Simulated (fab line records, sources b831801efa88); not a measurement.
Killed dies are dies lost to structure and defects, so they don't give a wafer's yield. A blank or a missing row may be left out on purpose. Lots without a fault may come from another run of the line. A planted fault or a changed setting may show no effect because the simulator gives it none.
Chamber matching | flow gf180mcu | GF_PASSIVATION_CVD_02 on pecvd-04: 3 sister chambers
The step deposits Si3N4, target thk 700 nm, time 486.18 s. 3 wafers are shown with their chamber, then 7 later ones without.

WAFERS WITH THEIR CHAMBER
wafer  | chamber | heater_power_outer_w (W)
L618.5 | 0       | 407
L626.2 | 1       | 436
L626.5 | 2       | 316

WAFERS WITHOUT THEIR CHAMBER
wafer  | heater_power_outer_w (W)
L626.6 | 459
L631.2 | 377
L631.4 | 399
L631.6 | 456
L632.1 | 350
L632.3 | 460
L632.4 | 483

WHICH CHAMBER EACH WENT THROUGH
wafer  | from the rows above          | in truth
L626.6 | can't be placed: 1 or 0      | 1
L631.2 | can't be placed: 0 or 1 or 2 | 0
L631.4 | can't be placed: 0 or 1      | 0
L631.6 | can't be placed: 1 or 0      | 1
L632.1 | can't be placed: 2 or 0 or 1 | 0
L632.3 | can't be placed: 1 or 0      | 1
L632.4 | can't be placed: 1 or 0      | 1
Placed correctly: 0 of 7. Can't be placed from these rows: 7 (the true chamber is among the candidates in 7). Placed wrongly: 0.
How it was worked out, from the rows above alone: a wafer's distance from a chamber is the root of the sum, over the readings, of the square of ((its reading less the chamber's mean) divided by the reading's scatter). The wafer belongs to the nearest chamber; if the next one is less than 2 further off, it can't be placed. A chamber's mean is the mean of its shown wafers. The scatter: with one shown wafer a chamber, the root of the mean of the squares of how far each hidden wafer lies from its nearest shown one.
